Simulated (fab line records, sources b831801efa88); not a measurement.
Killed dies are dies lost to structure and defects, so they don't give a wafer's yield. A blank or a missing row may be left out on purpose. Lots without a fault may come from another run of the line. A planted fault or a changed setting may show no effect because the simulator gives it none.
fab line records | flow sky130
record lots=12 wafers=36 last_day=50
route steps=708 shown GATE_OXIDE@200 POLY_GATE@231 LDD_P@265 LDD_HVN@277 PAD_OPEN@708
lots that met no fault: from a run of the same line without faults
start_h: hours from the record's first day to the start of the lot's first wafer shown | wait_h: hours since the lot's step before | " the same as in the row above | L1.1+2: a row that stands for several wafers | - no value, or no start given | * or withheld: withheld | < > ~ a bound
route shown NAME@n: a module of which the file shows steps, and the number in the route of the first | usual: mean/standard deviation of fault-free wafers | same: alike in all rows | chamber/n: place in a boat | sites: the reading at each site | _std_site: their standard deviation | _edge_site: outer sites' mean less inner sites' | radius_mm: how far each site lies from the wafer's centre | mask NAME#n: copy n | behind: the tool/chamber that last shaped the wafer | hold: why the lot was held/for how many hours/how that ended | device: the transistor (n, p or np) that didn't switch | end of line: the same wafers' tests at the end of the route | a step without rows: its recipe alone | killed: dies lost to structure and defects at the first sort, not the wafer's yield | map: a wafer's dies, x killed, . not, _ none there
set.NAME: the setting as run; set.NAME@STEP: as run at that earlier step | model.NAME: the simulator's own value behind a step, which no gauge read
steps of the route over a sample of lots; a table a step, a row a wafer
services: from which hour (start_h, from the record's first day; less than 0 if before it) a tool's chamber was out of use, for how many hours, and why
## steps
# step SKY_GATE_OXIDE_STRIP_13
# recipe chemistry=O2/N2 power_w=1400 pressure_mtorr=1500 platen_temp_c=withheld o2_flow_sccm=3000 n2_flow_sccm=300 overash_fraction=0.5
# usual drypump_motor_current_A=5.84/0.097 oes_product_au=0.715/0.0052 strip_time_to_endpoint_s=14.18/0.04
# columns lot.wafer tool chamber start_h wait_h drypump_motor_current_A oes_product_au rf_hours_counter_h strip_time_to_endpoint_s
L521.1 plasma_asher-02 1 299.61 0.0 5.79 0.711 19 14.21
L521.2 " 0 " " 5.75 0.715 19 14.19
L521.6 " 1 " " 5.79 0.719 - 14.26
L522.2 plasma_asher-04 1 313.17 0.0 6.02 0.719 62 14.13
L522.3 " 1 " " 6.03 0.710 - 14.16
L522.6 " 0 " " 5.81 0.720 - 14.13
L523.1 plasma_asher-02 0 330.32 0.0 5.70 0.715 22 14.24
L523.2 " 1 " " 5.79 0.713 22 14.22
L523.5 " 1 " " 5.79 0.710 - 14.18
L524.2 plasma_asher-04 1 330.86 0.0 6.01 0.709 64 14.19
L524.3 " 0 " " 5.72 0.713 - 14.19
L524.6 " 1 " " 6.02 0.716 - 14.18
L527.3 plasma_asher-01 1 351.91 0.0 5.95 0.712 - 14.18
L527.4 " 0 " " 5.84 0.717 - 14.18
L527.6 " 0 " " 5.84 0.709 - 14.19
L528.3 plasma_asher-02 0 362.99 0.0 5.71 0.714 - 14.27
L528.5 " 0 " " 5.72 0.720 - 14.25
L528.6 " 1 " " 5.79 0.722 - 14.22
L535.1 plasma_asher-02 0 427.47 0.0 5.76 0.725 31 14.18
L535.3 " 0 " " 5.74 0.716 - 14.17
L535.4 " 1 " " 5.79 0.721 - 14.22
L536.1 plasma_asher-01 0 435.82 0.0 5.86 0.714 70 14.21
L536.2 " 1 " " 5.93 0.707 70 14.23
L536.6 " 1 " " 5.94 0.715 - 14.23
L538.2 plasma_asher-01 1 448.66 0.0 5.94 0.718 71 14.25
L538.5 " 0 " " 5.86 0.716 - 14.21
L538.6 " 1 " " 5.93 0.712 - 14.16
L540.1 plasma_asher-02 0 465.18 0.0 5.73 0.723 35 14.19
L540.4 " 0 " " 5.75 0.711 - 14.18
L540.5 " 1 " " 5.79 0.709 - 14.21
L543.2 plasma_asher-01 1 495.67 0.0 5.92 0.709 75 14.15
L543.4 " 1 " " 5.94 0.713 - 14.16
L543.6 " 0 " " 5.86 0.716 - 14.13
L544.2 plasma_asher-01 0 502.72 0.0 5.85 0.718 76 14.20
L544.4 " 0 " " 5.86 0.711 - 14.18
L544.5 " 1 " " 5.95 0.708 - 14.13
# step SKY_POLY_GATE_ETCH_17
# recipe target_depth_nm=180 stop_on=SiO2 over_etch_frac=0.56667 chemistry=HBr/Cl2 target=poly-Si icp_w=400 bias_w=100 pressure_mtorr=10 HBr_flow_sccm=150 Cl2_flow_sccm=50 time_s=70.5
# usual bias_w=100.00/0.28 drypump_motor_current_A=5.9/0.54 mfc_cl2_sccm=49.98/0.18 oes_product_au=0.984/0.0066 throttle_valve_pct=33.684/0.0095
# columns lot.wafer tool chamber start_h wait_h bias_w drypump_motor_current_A mfc_cl2_sccm oes_product_au rf_hours_counter_h throttle_valve_pct
L521.1 rie_si-01 2 365.56 0.0 99.95 6.4 49.99 0.984 1 33.680
L521.2 " 0 " " 99.66 5.2 49.97 0.976 15 33.691
L521.6 " 0 " " 100.12 5.2 49.73 0.976 - 33.697
L522.2 rie_si-01 1 378.47 0.0 100.11 5.5 50.21 0.986 24 33.682
L522.3 " 0 " " 100.06 5.3 49.96 0.979 15 33.689
L522.6 " 2 " " 99.84 6.4 50.00 0.976 - 33.682
L523.1 rie_si-02 0 391.61 0.0 99.92 6.6 50.03 0.982 2 33.688
L523.2 " 1 " " 99.96 5.2 49.94 0.984 5 33.659
L523.5 " 1 " " 99.92 5.2 50.03 0.987 - 33.684
L524.2 rie_si-02 1 396.26 0.0 100.46 5.2 50.02 0.983 5 33.670
L524.3 " 2 " " 100.02 6.4 49.72 0.982 5 33.692
L524.6 " 0 " " 99.78 6.6 49.64 0.985 - 33.691
L527.3 rie_si-02 2 416.26 0.0 110.48 6.4 50.43 0.981 6 33.686
L527.4 " 3 " " 109.31 5.6 50.00 0.996 3 33.696
L527.6 " 1 " " 110.25 5.2 50.32 0.990 - 33.659
L528.3 rie_si-02 1 428.46 0.0 110.22 5.2 50.04 0.994 6 33.699
L528.5 " 3 " " 109.60 5.6 50.04 0.986 - 33.688
L528.6 " 0 " " 110.16 6.6 50.13 0.986 - 33.700
L535.1 rie_si-01 2 494.01 0.0 100.19 6.4 50.20 0.993 2 33.685
L535.3 " 3 " " 100.23 5.8 50.23 0.984 1 33.683
L535.4 " 0 " " 99.92 5.3 50.06 0.986 16 33.691
L536.1 rie_si-02 1 503.91 0.0 100.08 5.2 49.93 0.995 6 33.684
L536.2 " 2 " " 99.87 6.4 49.63 0.973 6 33.688
L536.6 " 0 " " 99.71 6.6 49.97 0.983 - 33.677
L538.2 rie_si-02 2 515.07 0.0 99.93 6.4 50.17 0.980 6 33.683
L538.5 " 3 " " 99.44 5.6 50.02 0.985 - 33.681
L538.6 " 2 " " 99.89 6.4 50.08 0.986 - 33.695
L540.1 rie_si-02 1 533.56 0.0 100.27 5.2 49.97 0.981 6 33.684
L540.4 " 3 " " 100.05 5.6 49.81 0.978 4 33.661
L540.5 " 3 " " 99.98 5.6 49.93 0.990 - 33.675
L543.2 rie_si-01 0 560.66 0.0 99.66 5.2 50.01 0.980 16 33.703
L543.4 " 2 " " 99.93 6.4 49.85 0.992 2 33.697
L543.6 " 0 " " 100.17 5.2 49.89 0.992 - 33.684
L544.2 rie_si-02 1 566.96 0.0 100.39 5.2 49.67 0.986 6 33.679
L544.4 " 3 " " 100.12 5.6 49.95 0.989 4 33.686
L544.5 " 0 " " 99.79 6.6 49.60 0.975 - 33.692
# step SKY_LDD_P_STRIP_10
# recipe chemistry=O2/N2 power_w=1400 pressure_mtorr=1500 platen_temp_c=withheld o2_flow_sccm=3000 n2_flow_sccm=300 overash_fraction=0.5
# usual drypump_motor_current_A=5.87/0.11 oes_product_au=0.716/0.0043 strip_time_to_endpoint_s=14.20/0.039
# columns lot.wafer tool chamber start_h wait_h drypump_motor_current_A oes_product_au rf_hours_counter_h strip_time_to_endpoint_s
L521.1 plasma_asher-01 0 427.78 0.1 5.87 0.711 69 14.22
L521.2 " 1 " " 5.95 0.710 69 14.22
L521.6 " 1 " " 5.94 0.719 - 14.19
L522.2 plasma_asher-04 0 440.43 0.1 5.77 0.717 1 14.21
L522.3 " 1 " " 6.01 0.712 - 14.14
L522.6 " 1 " " 6.02 0.714 - 14.19
L523.1 plasma_asher-01 1 455.03 0.1 5.94 0.718 71 14.27
L523.2 " 0 " " 5.85 0.721 71 14.25
L523.5 " 1 " " 5.93 0.718 - 14.24
L524.2 plasma_asher-04 1 461.23 0.1 6.03 0.719 3 14.18
L524.3 " 0 " " 5.81 0.714 - 14.20
L524.6 " 0 " " 5.82 0.717 - 14.13
L527.3 plasma_asher-04 1 480.41 0.1 6.01 0.723 - 14.22
L527.4 " 0 " " 5.76 0.717 - 14.21
L527.6 " 1 " " 6.01 0.716 - 14.21
L528.3 plasma_asher-02 1 494.12 0.1 5.79 0.718 - 14.24
L528.5 " 0 " " 5.71 0.712 - 14.19
L528.6 " 1 " " 5.78 0.714 - 14.19
L535.1 plasma_asher-02 1 556.98 0.1 5.78 0.714 46 14.25
L535.3 " 1 " " 5.78 0.720 - 14.25
L535.4 " 0 " " 5.75 0.715 - 14.28
L536.1 plasma_asher-02 0 566.58 0.1 5.72 0.719 47 14.25
L536.2 " 1 " " 5.79 0.711 47 14.23
L536.6 " 0 " " 5.72 0.715 - 14.28
L538.2 plasma_asher-04 1 579.13 0.1 6.01 0.719 16 14.21
L538.5 " 1 " " 6.02 0.713 - 14.21
L538.6 " 0 " " 5.82 0.718 - 14.23
L540.1 plasma_asher-01 0 596.42 0.1 5.84 0.720 87 14.19
L540.4 " 0 " " 5.85 0.717 - 14.22
L540.5 " 1 " " 5.95 0.717 - 14.17
L543.2 plasma_asher-01 0 621.03 0.1 5.85 0.718 89 14.19
L543.4 " 1 " " 5.94 0.720 - 14.19
L543.6 " 0 " " 5.86 0.717 - 14.20
L544.2 plasma_asher-04 0 627.97 0.1 5.80 0.719 21 14.19
L544.4 " 1 " " 6.02 0.707 - 14.19
L544.5 " 0 " " 5.77 0.719 - 14.19
# step SKY_LDD_HVN_TW_MEAS_10
# usual LDD_HVN_TW=1446/11
# columns lot.wafer tool chamber start_h wait_h LDD_HVN_TW
L521.1 film_metro-02 - 459.16 0.1 1448
L521.2 " - " " 1448
L521.6 " - " " 1445
L522.2 film_metro-03 - 471.87 0.1 1432
L522.3 " - " " 1436
L522.6 " - " " 1428
L523.1 film_metro-02 - 485.61 0.1 1456
L523.2 " - " " 1449
L523.5 " - " " 1461
L524.2 film_metro-04 - 492.37 0.1 1456
L524.3 " - " " 1438
L524.6 " - " " 1442
L527.3 film_metro-04 - 511.48 0.1 1449
L527.4 " - " " 1447
L527.6 " - " " 1448
L528.3 film_metro-04 - 524.73 0.1 1447
L528.5 " - " " 1449
L528.6 " - " " 1443
L535.1 film_metro-04 - 586.56 0.1 1449
L535.3 " - " " 1464
L535.4 " - " " 1452
L536.1 film_metro-03 - 596.10 0.1 1432
L536.2 " - " " 1433
L536.6 " - " " 1436
L538.2 film_metro-04 - 608.41 0.1 1458
L538.5 " - " " 1465
L538.6 " - " " 1467
L540.1 film_metro-02 - 625.71 0.1 1469
L540.4 " - " " 1446
L540.5 " - " " 1457
L543.2 film_metro-02 - 649.81 0.1 1459
L543.4 " - " " 1455
L543.6 " - " " 1456
L544.2 film_metro-03 - 656.72 0.1 1449
L544.4 " - " " 1438
L544.5 " - " " 1448
# step SKY_PAD_OPEN_PROBE_99
# usual killed_at_M0_to_M3=44/7.7 killed_at_M4_up=3.2/1.7 killed_at_contacts=24/5.3 killed_at_front_end=15/4.3 killed_at_other=0.3/0.57 killed_dies=87/11 killed_open=47/7.4 killed_short=40/6.5
# same gross_dies=492 killed_at_back_side=0
# columns lot.wafer tool chamber start_h wait_h killed_at_M0_to_M3 killed_at_M4_up killed_at_contacts killed_at_front_end killed_at_other killed_dies killed_open killed_short
L524.2 prober-01 - 1091.25 0.1 39 1 29 6 1 76 41 35
L524.3 prober-01 - 1091.30 0.2 39 4 29 20 1 93 45 48
L524.6 prober-01 - 1091.45 0.2 58 6 25 18 0 107 57 50
L536.1 prober-02 - 1162.29 0.1 43 3 23 19 1 89 41 48
L536.2 prober-02 - 1162.34 0.1 34 3 26 20 0 83 42 41
L536.6 prober-02 - 1162.54 0.2 42 5 17 12 0 76 43 33
L538.2 prober-01 - 1169.60 0.1 47 5 33 20 1 106 57 49
L538.5 prober-01 - 1169.75 0.2 48 3 26 20 0 97 59 37
L538.6 prober-01 - 1169.80 0.2 39 2 20 18 0 79 46 33
L540.1 prober-01 - 1179.55 0.1 42 3 31 16 1 93 55 36
L540.4 prober-01 - 1179.70 0.2 31 2 30 18 0 81 42 39
L540.5 prober-01 - 1179.75 0.2 46 3 21 20 0 90 47 43
L543.2 prober-02 - 1191.15 0.1 66 3 24 12 0 105 62 43
L543.4 prober-02 - 1191.25 0.2 50 5 36 19 0 110 65 45
L543.6 prober-02 - 1191.35 0.2 57 2 31 24 1 115 67 48
# killed by level:class
L524.2 CONTACT:geometric_particle:open=9 LI_CONTACT:geometric_particle:open=8 VIA1:geometric_particle:open=8 METAL2:geometric_particle:short=7 VIA2:geometric_particle:open=6 CONTACT:geometric_particle:short=5 VIA2:geometric_particle:short=5 LOCAL_INTERCONNECT:geometric_particle:short=4
L524.3 LI_CONTACT:geometric_particle:open=7 CONTACT:geometric_particle:open=7 CONTACT:geometric_particle:short=7 FIELD_ISO:geometric_particle:open=6 VIA1:geometric_particle:short=6 METAL2:geometric_particle:short=6 METAL3:geometric_particle:short=6 FIELD_ISO:geometric_particle:short=5
L524.6 VIA1:geometric_particle:open=12 CONTACT:geometric_particle:open=11 METAL1:geometric_particle:short=9 METAL2:geometric_particle:short=8 VIA2:geometric_particle:open=8 LI_CONTACT:geometric_particle:open=7 VIA1:geometric_particle:short=6 FIELD_ISO:geometric_particle:open=5
L536.1 VIA1:geometric_particle:open=8 VIA2:geometric_particle:open=8 METAL3:geometric_particle:short=7 FIELD_ISO:geometric_particle:short=6 LI_CONTACT:geometric_particle:short=6 LI_CONTACT:geometric_particle:open=6 METAL1:geometric_particle:short=5 CONTACT:geometric_particle:short=5
L536.2 CONTACT:geometric_particle:open=11 FIELD_ISO:geometric_particle:short=9 VIA1:geometric_particle:open=9 LI_CONTACT:geometric_particle:open=6 METAL2:geometric_particle:short=5 METAL1:geometric_particle:short=4 LOCAL_INTERCONNECT:geometric_particle:short=4 POLY_GATE:geometric_particle:open=3
L536.6 LI_CONTACT:geometric_particle:open=10 VIA1:geometric_particle:open=10 VIA2:geometric_particle:open=8 METAL1:geometric_particle:short=5 VIA1:geometric_particle:short=5 VIA3:geometric_particle:open=5 FIELD_ISO:geometric_particle:open=4 METAL4:geometric_particle:short=4
L538.2 VIA1:geometric_particle:open=14 CONTACT:geometric_particle:open=13 LI_CONTACT:geometric_particle:open=9 VIA3:geometric_particle:open=8 CONTACT:geometric_particle:short=7 METAL1:geometric_particle:short=6 VIA1:geometric_particle:short=6 METAL2:geometric_particle:short=6
L538.5 VIA1:geometric_particle:open=15 LI_CONTACT:geometric_particle:open=10 CONTACT:geometric_particle:open=8 VIA2:geometric_particle:open=7 FIELD_ISO:geometric_particle:open=6 METAL1:geometric_particle:short=6 LOCAL_INTERCONNECT:geometric_particle:short=5 METAL2:geometric_particle:short=4
L538.6 VIA1:geometric_particle:open=10 CONTACT:geometric_particle:open=9 FIELD_ISO:geometric_particle:open=8 METAL1:geometric_particle:short=8 FIELD_ISO:geometric_particle:short=6 LI_CONTACT:geometric_particle:open=5 VIA3:geometric_particle:open=5 VIA1:geometric_particle:short=4
L540.1 VIA1:geometric_particle:open=11 LI_CONTACT:geometric_particle:open=10 VIA3:geometric_particle:open=9 CONTACT:geometric_particle:open=8 VIA2:geometric_particle:open=7 METAL2:geometric_particle:short=7 CONTACT:geometric_particle:short=6 FIELD_ISO:geometric_particle:short=5
L540.4 CONTACT:geometric_particle:open=11 CONTACT:geometric_particle:short=7 VIA3:geometric_particle:open=7 LI_CONTACT:geometric_particle:short=5 VIA2:geometric_particle:open=5 POLY_GATE:geometric_particle:short=4 LOCAL_INTERCONNECT:geometric_particle:short=4 VIA1:geometric_particle:open=4
L540.5 CONTACT:geometric_particle:open=11 METAL1:geometric_particle:short=8 VIA3:geometric_particle:open=7 VIA1:geometric_particle:open=6 POLY_GATE:geometric_particle:open=5 LI_CONTACT:geometric_particle:open=5 VIA1:geometric_particle:short=5 VIA2:geometric_particle:open=5
L543.2 VIA1:geometric_particle:open=20 VIA2:geometric_particle:open=10 CONTACT:geometric_particle:open=9 METAL1:geometric_particle:short=7 VIA1:geometric_particle:short=7 LI_CONTACT:geometric_particle:open=6 METAL3:geometric_particle:short=6 METAL2:geometric_particle:short=6
L543.4 VIA1:geometric_particle:open=12 LI_CONTACT:geometric_particle:open=11 CONTACT:geometric_particle:open=9 VIA3:geometric_particle:open=8 LI_CONTACT:geometric_particle:short=6 CONTACT:geometric_particle:short=5 POLY_GATE:geometric_particle:short=5 POLY_GATE:geometric_particle:open=5
L543.6 VIA1:geometric_particle:open=15 LI_CONTACT:geometric_particle:open=13 VIA2:geometric_particle:open=11 METAL2:geometric_particle:short=7 CONTACT:geometric_particle:open=7 FIELD_ISO:geometric_particle:short=6 VIA3:geometric_particle:open=6 POLY_GATE:geometric_particle:short=5
## services
# columns tool chamber start_h hours kind
plasma_asher-01 - 277.44 0.5 repair
rie_si-02 - 287.18 2.8 pm
rie_si-01 1 293.18 1.1 repair
rie_si-02 2 301.64 3.9 repair
rie_si-02 - 308.60 2.5 repair
plasma_asher-02 - 324.98 1.7 repair
plasma_asher-01 - 334.95 8.4 repair
rie_si-01 0 344.79 2.3 repair
rie_si-01 3 405.51 - clean
rie_si-01 3 405.51 24.3 scheduled_down
rie_si-01 3 405.51 24.3 vent_cycle
rie_si-02 0 419.94 3.7 repair
plasma_asher-04 - 421.25 9.0 pm
plasma_asher-04 0 421.25 9.0 vent_cycle
plasma_asher-04 1 421.25 9.0 vent_cycle
plasma_asher-04 0 430.25 - clean
plasma_asher-04 1 430.25 - clean
plasma_asher-01 - 445.00 2.0 repair
rie_si-01 1 522.98 11.6 repair
rie_si-02 - 541.96 1.1 repair
plasma_asher-02 - 567.58 1.8 repair
plasma_asher-01 - 597.15 1.4 repair
## key
first_sign step=SKY_POLY_GATE_ETCH_17 reading=bias_w direction=up sigmas=36 usual=100.00 struck=110.00
effect none on later readings
met_at SKY_POLY_GATE_ETCH_17
struck_lots L527,L528
tester_left_out L527,L528
not_acting_at SKY_GATE_OXIDE_STRIP_13,SKY_LDD_P_STRIP_10,SKY_LDD_HVN_TW_MEAS_10
onset_between 396.26 416.26
fault kind=process_parameter_drift tool=rie_si-02 chamber=- onset_h=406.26 steps=SKY_POLY_GATE_ETCH_17 channel=bias_w offset=10.021 shape=step end_h=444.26 acts_in=these_recipes_only stated=100
# tester_left_out: of these lots the tester's yield and bins aren't shown, on N5 and GAA mostly nor the transistor test; their killed dies are dies lost to structure and defects alone, not to doping, threshold or leakage, so they don't give the yield
